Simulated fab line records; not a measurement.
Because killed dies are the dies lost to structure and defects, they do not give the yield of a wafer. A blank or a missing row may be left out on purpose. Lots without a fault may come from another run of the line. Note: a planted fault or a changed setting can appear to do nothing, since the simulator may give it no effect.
8D (eight disciplines) problem report, filled in by code :: flow sky130 :: the parts of the form that need people (team, actions taken, sign-off) are left out

== 1. THE ISSUE ==
At SKY_CONTACT_CMP_04, time-to-endpoint-s averages 100 s over 2 wafers from 2 lots, while fault-free wafers read 82 s, standard deviation 4. That puts it +4.6 standard deviations away from the usual mean.
The step: polishes SiO2.
Earliest sighting: wafer L252.3 on cmp-02 at day 32 18:44. The record has a number at this step for 33 wafers belonging to 11 lots. By rule, "out" or "out of limits" means more than 4 standard deviations away from the usual mean. The other wafers with a number count as sound.

== 2. WHAT THIS IS AND IS NOT ==
question: which readings at this step
is: time-to-endpoint-s
is not: motor-current-A

question: which lots
is: L252, L254
is not: L260, L261, L262, L263, L264, L265, L266, L267, L268

question: which wafers of those lots
is: L252.3, L254.2
is not: L252.4, L252.5, L254.5, L254.6

question: read on which tools
is: cmp-02
is not: cmp-01

question: when
is: from day 32 18:44
is not: up to then (2 sound wafers); but 29 sound wafers of L254, L260, L261, L262, L263, L264, L265, L266, L267, L268 came after

== 3. THE SUSPECTS, EACH WITH WHAT RULES IT OUT ==
Counting: a tool at a process step up to the reading stays a suspect if it ran every lot that is out. Sound lots after the first of them don't rule it out here, since some wafers of a struck lot are sound.
- cmp-02 at SKY_CONTACT_CMP_04 (polishes SiO2): kept. It ran every lot that is out, first L252 (day 32 18:44). On those wafers its own readings are out: time-to-endpoint-s.
After counting, what remains is cmp-02 at SKY_CONTACT_CMP_04.

== 4. THE CAUSE (what the simulator had put in) ==
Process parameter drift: cmp-02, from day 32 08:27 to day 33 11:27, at SKY_CONTACT_CMP_04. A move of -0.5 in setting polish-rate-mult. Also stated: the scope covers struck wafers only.
This tool alone remained once counting was done.

== 5. THE EFFECT CHAIN, in route order ==
Each row: a reading where the mean over the struck wafers with a number is more than 3 standard deviations away from the usual. Readings are gone through only where the record gives a usual standard deviation; hours: the median, over the lots, of the time from a lot's start at the first step in this table giving one to that lot's start at this step; sigmas: the change measured in usual standard deviations.
hours: 0
step: SKY_CONTACT_CMP_04
reading: time-to-endpoint-s
usual: 82 s
on struck wafers: 100
change: +18
sigmas: +4.6

hours: 27
step: SKY_CONTACT_ETCH_17
reading: oes-product-au
usual: 0.892 a.u.
on struck wafers: 0.999
change: +0.107
sigmas: +23

hours: 353
step: SKY_PAD_OPEN_PROBE_99
reading: killed-at-contacts
usual: 25
on struck wafers: 130
change: +105
sigmas: +21

hours: 353
step: SKY_PAD_OPEN_PROBE_99
reading: killed-dies
usual: 88
on struck wafers: 189
change: +101
sigmas: +11
Its process steps:
- SKY_CONTACT_CMP_04: polishes SiO2.
- SKY_CONTACT_ETCH_17: etches SiO2 in C4F8/O2/Ar, stops on Si3N4, target depth 340 nm.
- SKY_PAD_OPEN_PROBE_99

== 6. WHAT WOULD HAVE CAUGHT IT SOONER ==
10 hours passed between the start of the fault at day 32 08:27 and the first reading out of limits in this record, taken at day 32 18:44.
